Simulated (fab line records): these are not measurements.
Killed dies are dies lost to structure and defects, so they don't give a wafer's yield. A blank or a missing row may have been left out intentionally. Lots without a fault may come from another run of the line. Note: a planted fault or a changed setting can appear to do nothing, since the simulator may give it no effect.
A single fault, viewed from 2 desks || flow gf180mcu || each desk holds nothing but its own numbers, with what lay behind them at the end

DESK OF THE TOOL OWNER: implanter-04
For each lot that ran on this tool, the mean over its sampled wafers that have a number, from the tool's own readings at GF_VT_IMPLANT_IMPLANT_41. If a lot's mean is further than 4 standard deviations from the usual mean, the lot is out of limits and carries the mark OUT (the distance appears in the brackets).
Columns: A = dose ions cm2 at GF_VT_IMPLANT_IMPLANT_41, usual 1.0131e+12; B = end station pressure torr at GF_VT_IMPLANT_IMPLANT_41, usual 4.97e-06 Torr; C = faraday current uA at GF_VT_IMPLANT_IMPLANT_41, usual 5.71
{"lot": "L402", "first seen here": "day 10 01:58", "A": 1.0129e+12, "B": 5.02e-06, "C": 5.61}
{"lot": "L407", "first seen here": "day 11 08:43", "A": 1.0129e+12, "B": 4.79e-06, "C": 5.74}
{"lot": "L410", "first seen here": "day 12 05:10", "A": "1.1368e+12 (+99 or more) OUT", "B": 4.93e-06, "C": "6.51 (+7.2) OUT"}
{"lot": "L411", "first seen here": "day 12 12:24", "A": "1.1355e+12 (+99 or more) OUT", "B": 4.82e-06, "C": "6.43 (+6.6) OUT"}
This desk's finding: out of limits on L410, L411; first on L410, day 12 05:10 (dose ions cm2 at GF_VT_IMPLANT_IMPLANT_41). L402, L407 stayed within limits.

METROLOGY DESK
What the gauges read for every lot (on any tool): the sampled wafers with a number, averaged. If a lot's mean is further than 4 standard deviations from the usual mean, the lot is out of limits and carries the mark OUT (the distance appears in the brackets).
Columns: A = VT_IMPLANT_02_OVL at GF_VT_IMPLANT_OVL_MEAS_29, usual -0.4 nm; B = VT_IMPLANT_03_OVL at GF_VT_IMPLANT_OVL_MEAS_40, usual -0.5 nm; C = VT_IMPLANT_4_TW at GF_VT_IMPLANT_TW_MEAS_43, usual 691; D = HV_LDD_CVD_54_THK at GF_HV_LDD_THK_MEAS_55, usual 10.02 nm
{"lot": "L393", "first seen here": "day 6 21:27", "A": -0.6, "B": -4.3, "C": 690, "D": 10.08}
{"lot": "L394", "first seen here": "day 7 03:05", "A": -0.9, "B": -2.6, "C": 699, "D": 9.81}
{"lot": "L396", "first seen here": "day 7 14:36", "A": 0.6, "B": -0.3, "C": 688, "D": 9.94}
{"lot": "L397", "first seen here": "day 7 21:17", "A": 0.9, "B": 0.2, "C": 691, "D": 10.04}
{"lot": "L398", "first seen here": "day 8 07:41", "A": -0.9, "B": 0.1, "C": 696, "D": 10.38}
{"lot": "L400", "first seen here": "day 8 19:35", "A": -3.5, "B": 0.6, "C": 688, "D": 10.20}
{"lot": "L402", "first seen here": "day 9 08:19", "A": 0.8, "B": -0.5, "C": 683, "D": 10.06}
{"lot": "L403", "first seen here": "day 9 21:34", "A": 0.1, "B": 0.2, "C": 699, "D": 10.10}
{"lot": "L405", "first seen here": "day 10 03:57", "A": -1.3, "B": 0.3, "C": 698, "D": 10.02}
{"lot": "L406", "first seen here": "day 10 09:26", "A": -1.4, "B": -0.5, "C": 685, "D": 9.90}
{"lot": "L407", "first seen here": "day 10 14:49", "A": 1.4, "B": -1.3, "C": 691, "D": 9.80}
{"lot": "L410", "first seen here": "day 11 10:14", "A": -0.3, "B": 1.4, "C": "718 (+5.3) OUT", "D": 10.04}
{"lot": "L411", "first seen here": "day 11 16:53", "A": -1.3, "B": -0.3, "C": "712 (+4.2) OUT", "D": 9.95}
{"lot": "L414", "first seen here": "day 12 17:11", "A": 0.6, "B": -0.4, "C": 687, "D": 10.05}
Per this desk, out of limits: L410, L411; the first was L410, day 12 05:25 (VT_IMPLANT_4_TW at GF_VT_IMPLANT_TW_MEAS_43). L393, L394, L396, L397, L398, L400, L402, L403, L405, L406, L407, L414 stayed within limits.

BROUGHT TOGETHER
The tool owner's desk could have raised an alarm at day 12 05:10, on L410, L411.
L410, L411 would have let the metrology desk raise an alarm at day 12 05:25.
Of the lots named, all ran GF_VT_IMPLANT_IMPLANT_41 on implanter-04.

WHAT THE SIMULATOR HAD PUT IN
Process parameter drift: implanter-04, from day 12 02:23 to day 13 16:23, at GF_VT_IMPLANT_IMPLANT_41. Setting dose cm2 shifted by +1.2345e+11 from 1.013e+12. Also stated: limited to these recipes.
Lots struck among those shown: L410, L411.
Hours from the fault's start to each desk's first reading out of limits: the tool owner's desk, 3; the metrology desk, 3.
